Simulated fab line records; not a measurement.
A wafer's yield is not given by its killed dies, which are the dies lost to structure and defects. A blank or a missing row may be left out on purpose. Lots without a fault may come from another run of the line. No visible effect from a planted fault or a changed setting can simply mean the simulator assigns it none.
Struck lot and sound lot, side by side / flow sky130 / 17 steps out of a route of 708
Sound: wafers L606.1, L606.5, L606.6. The struck wafers were L596.1, L596.3, L596.4. At the end, the cause is stated.
Order at every step that has rows: each side's tool, ch and its chambers, its first start. Under that, the readings that differ: sound wafers / struck wafers / difference of the means / sigmas: that difference in standard deviations of wafers without a fault.
alike: readings with means less than 2 such deviations apart, plus words and numbers identical on both sides. not compared: withheld readings, readings lacking a value on some wafer, bounds such as >300 that could conceal the same value, and numbers that have no deviation in the record and whose values overlap.
The two part at a step that has a row with sigmas, a row that says differs or no value, or rows on one side only. Numbers that have no deviation but don't overlap get no sigmas and don't part them. A reading that every wafer of one side lacks parts them only if that side has two wafers or more.

first, 1 step without rows for these wafers: SKY_VT_ADJUST_NCORE_IMPLANT_09.
SKY_VT_ADJUST_NCORE_STRIP_10: strips in O2/N2.
  sound on plasma-asher-02 ch 0,1, day 13 19:47; struck on plasma-asher-01 ch 0,1, day 11 01:32
  alike: drypump-motor-current-A, oes-product-au, strip-time-to-endpoint-s
  not compared: rf-hours-counter-h
SKY_VT_ADJUST_NCORE_TW_MEAS_11:
  sound: film-metro-02 at day 13 19:53; struck: film-metro-01 at day 11 01:38
  alike: VT_ADJUST_NCORE_TW
then, 7 steps without rows for these wafers: SKY_VT_ADJUST_HVTR_DEHYDRATE_00 (time 60 s); SKY_VT_ADJUST_HVTR_HMDS_01 (prime time 60 s); SKY_VT_ADJUST_HVTR_COAT_02 (resist thk 1140 nm); SKY_VT_ADJUST_HVTR_SOFTBAKE_03 (time 60 s); SKY_VT_ADJUST_HVTR_EXPOSE_04 (exposes mask HVTRM, target cd 380 nm); SKY_VT_ADJUST_HVTR_PEB_05; SKY_VT_ADJUST_HVTR_DEVELOP_06 (develop time 60 s).
SKY_VT_ADJUST_HVTR_CD_MEAS_07: target cd 380 nm.
  sound: cd-sem-01 at day 14 19:53; struck: cd-sem-01 at day 12 00:56
reading=cd-nm (nm); sound=383.1 381.3 381.1; struck=372.9 375.8 374.7; difference=-7.4; sigmas=-3
SKY_VT_ADJUST_HVTR_OVL_MEAS_08:
  sound: overlay-02 at day 14 20:00; struck: overlay-01 at day 12 01:04
reading=VT_ADJUST_HVTR_OVL (nm); sound=-2.5 -1.6 -2.3; struck=3.0 3.7 0.8; difference=+4.6; sigmas=+3
SKY_VT_ADJUST_HVTR_IMPLANT_09:
  sound on implanter-02 ch 0, day 14 20:02; struck on implanter-02 ch 0, day 12 01:05
reading=dose-ions-cm2; sound=2.1015e+12 2.097e+12 2.1006e+12; struck=2.089e+11 2.045e+11 2.07e+11; difference=-1.893e+12; sigmas=-99 or more
reading=faraday-current-uA; sound=11.95 11.86 11.87; struck=1.18 1.18 1.17; difference=-10.72; sigmas=-45
  alike: beam-on-s
SKY_VT_ADJUST_HVTR_STRIP_10: strips in O2/N2.
  sound on plasma-asher-02 ch 0,1, day 14 20:11; struck on plasma-asher-02 ch 0,1, day 12 01:14
reading=strip-time-to-endpoint-s (s); sound=14.15 14.15 14.16; struck=14.26 14.30 14.25; difference=+0.12; sigmas=+3
  alike: drypump-motor-current-A, oes-product-au
  not compared: rf-hours-counter-h
SKY_VT_ADJUST_HVTR_TW_MEAS_11:
  sound: film-metro-03 at day 14 20:17; struck: film-metro-01 at day 12 01:20
reading=VT_ADJUST_HVTR_TW; sound=207.7 208.4 208.6; struck=114.3 115.9 115.9; difference=-92.9; sigmas=-66
then, 1 step without rows for these wafers: SKY_VT_ADJUST_PCH_DEHYDRATE_00 (time 60 s).
-- the record jumps here: 36 days lie between the struck wafers' starts before and after (it left off in module VT_ADJUST_PCH and takes up again in module PAD_OPEN, whose first step shown is number 708 of the route) --
SKY_PAD_OPEN_PROBE_99:
  sound: prober-01 at day 49 19:32; struck: prober-02 at day 47 22:46
reading=model.etest.pfet_01v8_mvt.drive-ua-um; sound=153.2 147.5 151.9; struck=123.2 125.3 122.9; difference=-27.1; sigmas=
reading=model.etest.pfet_01v8_mvt.off-log10-a-um; sound=-10.6 -10.86 -10.77; struck=-12.59 -12.43 -12.8; difference=-1.86; sigmas=
reading=model.etest.pfet_01v8_mvt.vt-sat-v (V); sound=-0.5757 -0.5847 -0.5895; struck=-0.7694 -0.7596 -0.7635; difference=-0.1809; sigmas=
reading=model.etest.pfet_01v8_mvt.vt-v (V); sound=-0.6669 -0.6684 -0.6729; struck=-0.8222 -0.8135 -0.8162; difference=-0.1479; sigmas=
reading=model.etest.pfet_01v8_mvt.vt-long-v (V); sound=-0.8727 -0.8678 -0.8754; struck=-1.011 -1.01 -1.006; difference=-0.137; sigmas=
reading=model.etest.pfet_01v8_mvt.body-rise-v (V); sound=-0.1869 -0.1878 -0.1818; struck=-0.1899 -0.189 -0.1921; difference=-0.0048; sigmas=
  alike: killed_at_M0_to_M3, killed_at_M4_up, killed-at-contacts, killed-at-front-end, killed-at-other, killed-dies, killed-open, killed-short

WHERE THEY PART
At SKY_VT_ADJUST_HVTR_CD_MEAS_07 first; at SKY_VT_ADJUST_HVTR_TW_MEAS_11 last (within this record only). Later steps at which nothing parts them and some readings are alike: SKY_PAD_OPEN_PROBE_99.

WHY: the cause the simulator had injected
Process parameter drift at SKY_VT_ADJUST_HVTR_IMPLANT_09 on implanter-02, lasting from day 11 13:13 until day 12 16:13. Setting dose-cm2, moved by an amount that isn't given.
